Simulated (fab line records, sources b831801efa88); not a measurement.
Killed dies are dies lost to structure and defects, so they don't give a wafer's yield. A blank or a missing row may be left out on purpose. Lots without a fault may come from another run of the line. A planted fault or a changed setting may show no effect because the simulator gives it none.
Which tool did it? | flow gf180mcu | 14 lots, 41 wafers sampled, at 2 steps of a route of 602

WHAT THE GAUGES READ, wafer by wafer
GF_CONTACT_THK_MEAS_03.
lot  | measured     | on            | CONTACT_CVD_02_THK (nm)
L412 | day 15 07:51 | film_metro-03 | 874 854 878
L413 | day 15 18:18 | film_metro-04 | 863 866 883
L415 | day 16 10:03 | film_metro-04 | 867 860 865
L416 | day 16 18:31 | film_metro-01 | 852 857 869
L418 | day 17 09:58 | film_metro-04 | 874 854 892
L419 | day 18 01:01 | film_metro-04 | 852 850
L420 | day 18 03:48 | film_metro-04 | 847 848 868
L421 | day 18 08:04 | film_metro-03 | 840 835 877
L422 | day 18 18:30 | film_metro-01 | 852 850 892
L423 | day 19 00:06 | film_metro-03 | 881 853 867
L424 | day 19 16:18 | film_metro-03 | 835 854 852
L428 | day 20 19:09 | film_metro-03 | 851 882 867
L434 | day 23 01:10 | film_metro-01 | 855 867 866
L435 | day 23 07:24 | film_metro-04 | 871 862 889

GF_CONTACT_BOW_MEAS_05.
lot  | measured     | on            | CONTACT_BOW (um)
L412 | day 15 08:23 | film_metro-01 | 66 75 68
L413 | day 15 18:40 | film_metro-04 | 70 65 66
L415 | day 16 10:25 | film_metro-04 | 55 67 62
L416 | day 16 18:53 | film_metro-01 | 63 67 87
L418 | day 17 10:20 | film_metro-04 | 67 67 60
L419 | day 18 01:23 | film_metro-01 | 74 62
L420 | day 18 04:10 | film_metro-01 | 66 59 71
L421 | day 18 08:25 | film_metro-04 | 54 60 67
L422 | day 18 18:52 | film_metro-04 | 75 65 69
L423 | day 19 00:28 | film_metro-01 | 65 63 65
L424 | day 19 16:40 | film_metro-04 | 64 55 57
L428 | day 20 19:32 | film_metro-03 | 66 67 58
L434 | day 23 01:32 | film_metro-03 | 58 67 62
L435 | day 23 07:47 | film_metro-03 | 72 66 70

WHICH TOOL RAN EACH LOT (tool, then ch and the chambers of the sampled wafers, then the start)
The record holds no process step before these readings.

WHAT THE TOOLS THEMSELVES READ (means of the sampled wafers that have a number; where no wafer has one, the mark that the record gives instead)
The record holds no such reading with a usual standard deviation.

THE ANSWER, worked out from the rows above alone
Rule: what is usual is taken from the lots themselves. Put in order of their means at a reading, lots are off if they are a third of the lots or fewer, leave a main group of 4 or more, and stand apart from it by a gap of 3 or more times the standard deviation of the main group's means; of several such gaps the widest counts. A main group whose means are all the same, to the digits that the tables above print for the reading, isn't used. A lot without any number at a reading at which 4 lots or more have one is off too. The other lots that the step has rows for count as sound. The gauges are gone through in route order, then the tools' own readings, and for those a lot's mean is taken as printed above. The first step at which some lot is off is used, and at that step the reading that is off furthest; a lot without a number counts as furthest.
No lot is off at any reading shown: from this, nothing can be told.

WHAT THE SIMULATOR HAD PUT IN
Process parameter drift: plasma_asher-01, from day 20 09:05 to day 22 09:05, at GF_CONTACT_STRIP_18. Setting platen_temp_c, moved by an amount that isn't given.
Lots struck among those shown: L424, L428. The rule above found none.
